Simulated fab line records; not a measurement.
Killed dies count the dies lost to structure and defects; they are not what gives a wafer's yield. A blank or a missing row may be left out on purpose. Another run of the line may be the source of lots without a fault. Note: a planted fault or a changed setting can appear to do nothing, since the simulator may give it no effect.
Matching of chambers + flow sky130 + SKY_PASSIVATION_CVD_02 on pecvd-01: 3 sister chambers
The step deposits Si3N4, target thk 540 nm. 3 wafers are shown with their chamber, then 7 later ones without.

WAFERS WITH THEIR CHAMBER
| wafer  | chamber | heaterPowerW (W) |
|--------|---------|------------------|
| L574.6 | 1       | 826              |
| L590.2 | 0       | 801              |
| L590.4 | 2       | 612              |

WAFERS WHOSE CHAMBER IS MISSING
| wafer  | heaterPowerW (W) |
|--------|------------------|
| L590.5 | 797              |
| L594.2 | 815              |
| L594.3 | 924              |
| L594.6 | 598              |
| L595.1 | 804              |
| L595.3 | 778              |
| L595.6 | 813              |

THE CHAMBER EACH PASSED THROUGH
| wafer  | from the rows above     | in truth |
|--------|-------------------------|----------|
| L590.5 | can't be placed: 0 or 1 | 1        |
| L594.2 | can't be placed: 1 or 0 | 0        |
| L594.3 | can't be placed: 1 or 0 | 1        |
| L594.6 | 2                       | 2        |
| L595.1 | can't be placed: 0 or 1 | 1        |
| L595.3 | can't be placed: 0 or 1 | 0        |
| L595.6 | can't be placed: 0 or 1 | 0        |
Correctly placed: 1 of 7. Unplaceable from these rows: 6, with the true chamber sitting among the candidates in 6. 0 placed wrongly.
How it was worked out, from the rows above alone: a wafer's distance from a chamber is the root of the sum, over the readings, of the square of ((its reading less the chamber's mean) divided by the reading's scatter). The wafer belongs to the nearest chamber; if the next one is less than 2 further off, it can't be placed. A chamber's mean is the mean of its shown wafers. The scatter: root of mean squared gap, hidden wafer to nearest shown wafer, with one shown wafer a chamber.
